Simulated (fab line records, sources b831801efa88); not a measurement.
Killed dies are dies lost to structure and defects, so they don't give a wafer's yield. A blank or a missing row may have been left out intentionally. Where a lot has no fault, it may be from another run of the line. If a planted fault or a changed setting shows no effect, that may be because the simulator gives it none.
Which of the tools did it?	flow gf180mcu	6 lots (18 wafers sampled), 1 step of a 602-step route

WHAT THE GAUGES SHOWED, per wafer
GF_HV_LDD_OVL_MEAS_32.
lot	measured	on	HV_LDD_02_OVL (nm)
L679	day 11 22:08	overlay-01	0.8 -0.7 1.5
L685	day 14 14:55	overlay-02	0.4 0.1 0.7
L689	day 15 17:29	overlay-02	-1.1 0.1 0.0
L693	day 16 18:33	overlay-02	-1.5 -1.0 -1.1
L697	day 18 07:30	overlay-01	-2.9 0.0 -1.5
L700	day 19 01:40	overlay-02	3.2 1.8 3.5

WHAT TOOL EACH LOT RAN ON (gives the tool, then ch and the chambers of the sampled wafers, and finally the start)
Record: no process step prior to these readings.

THE ANSWER, worked out from the rows above alone
Rule: the usual values come from the lots themselves. The widest of any qualifying gaps counts: lots, ordered by their means at a reading, are off when they make up no more than a third of the lots, leave a main group of 4 or more, and stand apart from it by 3 or more times the standard deviation of that group's means. A main group whose means are all the same, to the digits that the tables above print for the reading, isn't used. A lot without any number at a reading at which 4 lots or more have one is off too. Any other lot the step has rows for is counted as sound.
Nothing can be told from this: no lot is off at any reading shown.

WHAT THE SIMULATOR HAD PUT IN
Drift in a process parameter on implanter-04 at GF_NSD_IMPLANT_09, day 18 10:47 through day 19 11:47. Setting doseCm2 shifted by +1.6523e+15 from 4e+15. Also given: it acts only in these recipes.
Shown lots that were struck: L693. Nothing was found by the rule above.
